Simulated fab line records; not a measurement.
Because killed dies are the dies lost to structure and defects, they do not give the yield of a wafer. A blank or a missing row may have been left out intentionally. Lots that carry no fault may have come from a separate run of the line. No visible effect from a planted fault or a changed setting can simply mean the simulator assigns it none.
Struck lot and sound lot, side by side :: flow gf180mcu :: 23 out of 602 route steps
Sound: the wafers L804.1, L804.3, L804.4. Wafers L796.1, L796.5, L796.6 were the ones struck. The cause is named last.
Each step with rows lists, per side, the tool, then ch with its chambers, then its first start. Under that, the readings that differ: sound wafers :: struck wafers :: difference of the means :: sigmas: that difference in standard deviations of wafers without a fault.
alike: a reading whose means differ by less than 2 such deviations, as well as words and numbers matching on both sides. not compared: withheld readings; readings where some wafer has no value; bounds like >300 that might hide an equal value; numbers whose values overlap and for which the record gives no deviation.
The two part at a step that has a row with sigmas, a row that says differs or no value, or rows on one side only. Numbers that don't overlap but have no deviation are shown without sigmas and don't part them. A reading missing from all wafers of one side parts the sides only when that side holds two or more wafers.

first, 1 step without rows for these wafers: GF_POLY_GATE_DEVELOP_09 (develop time 60 s).
GF_POLY_GATE_CD_MEAS_10 targets a cd of 280 nm.
  sound on cd-sem-02, day 15 14:32; struck on cd-sem-02, day 13 01:41
  alike: cd-nm
GF_POLY_GATE_OVL_MEAS_11:
  sound on overlay-02, day 15 14:39; struck on overlay-02, day 13 01:48
  alike: POLY_GATE_OVL
GF_POLY_GATE_ETCH_12: etches BARC in N2/H2.
  sound on rie-diel-01 ch 0,2,3, day 15 14:41; struck on rie-diel-02 ch 0,2,3, day 13 01:50
  alike: drypump-motor-current-A, oes-product-au, throttle-valve-pct
GF_POLY_GATE_ETCH_13: etches poly-Si in HBr/Cl2, stops on SiO2, target depth 198.5 nm, time 69.6 s.
  sound on rie-si-01 ch 0,1,2, day 15 14:44; struck on rie-si-01 ch 0,1,2, day 13 01:53
  alike: drypump-motor-current-A, mfc-cl2-sccm, oes-product-au, throttle-valve-pct
  not compared: rf-hours-counter-h
GF_POLY_GATE_STRIP_14: strips in O2/N2.
  sound on plasma-asher-01 ch 0,1, day 15 14:47; struck on plasma-asher-02 ch 0,1, day 13 01:57
  alike: drypump-motor-current-A, heater-power-w, o2-flow-sccm, oes-product-au
  not compared: rf-hours-counter-h
then, 2 steps without rows for these wafers: GF_POLY_GATE_CLEAN_15 (cleans in SC1/SC2, time 150 s); GF_POLY_GATE_OXIDATION_16 (stabilise 600 s, purge 300 s, target thk 4 nm).
GF_POLY_GATE_THK_MEAS_17:
  sound on film-metro-04, day 15 22:04; struck on film-metro-04, day 13 03:47
  alike: POLY_GATE_OXIDATION_THK
GF_POLY_GATE_CD_MEAS_18:
  sound on cd-sem-02, day 15 22:08; struck on cd-sem-01, day 13 03:51
  alike: cd-nm
then, 2 steps without rows for these wafers: GF_HV_LDD_DEHYDRATE_00 (time 60 s); GF_HV_LDD_HMDS_01 (prime time 60 s).
GF_HV_LDD_COAT_02: resist thk 1000 nm.
  sound on litho-track-02 ch 0, day 16 08:41; struck on litho-track-01 ch 0, day 13 13:44
reading: spin-speed-rpm (rpm)
sound: 3000.0 2997.8 2999.0
struck: 3468.9 3465.7 3467.9
difference: +468.6
sigmas: +99 or more

reading: model.NOVOLAK_of_HV_LDD_COAT_02.thk-nm (nm)
sound: 1004 1001 1001
struck: 928.5 930.2 929.5
difference: -72.6
sigmas: 
then, 3 steps without rows for these wafers: GF_HV_LDD_SOFTBAKE_03 (time 60 s); GF_HV_LDD_EXPOSE_04 (exposes mask Nplus LV AREA, target cd 400 nm); GF_HV_LDD_PEB_05.
GF_HV_LDD_DEVELOP_06: develop time 60 s.
  sound on litho-track-01 ch 0, day 16 19:17; struck on litho-track-01 ch 0, day 14 00:02
reading: model.NOVOLAK_of_HV_LDD_COAT_02.thk-nm (nm)
sound: 1003 1001 1001
struck: 928.1 929.8 929.1
difference: -72.7
sigmas: 
  alike: developer-temp-C
GF_HV_LDD_CD_MEAS_07 targets a cd of 400 nm.
  sound on cd-sem-02, day 16 19:26; struck on cd-sem-02, day 14 00:11
reading: cd-nm (nm)
sound: 399.6 400.3 399.1
struck: 408.3 407.8 407.3
difference: +8.1
sigmas: +3
GF_HV_LDD_OVL_MEAS_08:
  sound on overlay-02, day 16 19:33; struck on overlay-02, day 14 00:18
  alike: HV_LDD_OVL
following that, these wafers have no rows for 1 step: GF_HV_LDD_IMPLANT_09.
GF_HV_LDD_STRIP_10: strips in O2/N2.
  sound on plasma-asher-03 ch 0,1, day 16 19:44; struck on plasma-asher-01 ch 0,1, day 14 00:29
reading: drypump-motor-current-A (A)
sound: 5.22 5.37 5.22
struck: 5.91 5.90 5.77
difference: +0.59
sigmas: +2

reading: strip-time-to-endpoint-s (s)
sound: 12.67 12.63 12.65
struck: 11.78 11.84 11.82
difference: -0.84
sigmas: -26
  alike: heater-power-w, o2-flow-sccm, oes-product-au
  not compared: rf-hours-counter-h
GF_HV_LDD_TW_MEAS_11:
  sound on film-metro-04, day 16 19:50; struck on film-metro-04, day 14 00:35
  alike: HV_LDD_TW
-- record jumps: 18 days separate the struck wafers' starts on either side; left off in module HV_LDD, taken up again in module PASSIVATION, whose first shown step is the route's number 602 --
GF_PASSIVATION_PROBE_99:
  the record has rows for the struck wafers here (prober-02, day 32 12:26) and none for the sound ones

## WHERE THEY PART
Last at GF_PASSIVATION_PROBE_99 as far as this record goes, first at GF_HV_LDD_COAT_02.

WHY: what the simulator had put in
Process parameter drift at GF_HV_LDD_COAT_02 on litho-track-01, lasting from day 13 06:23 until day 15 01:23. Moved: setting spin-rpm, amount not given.
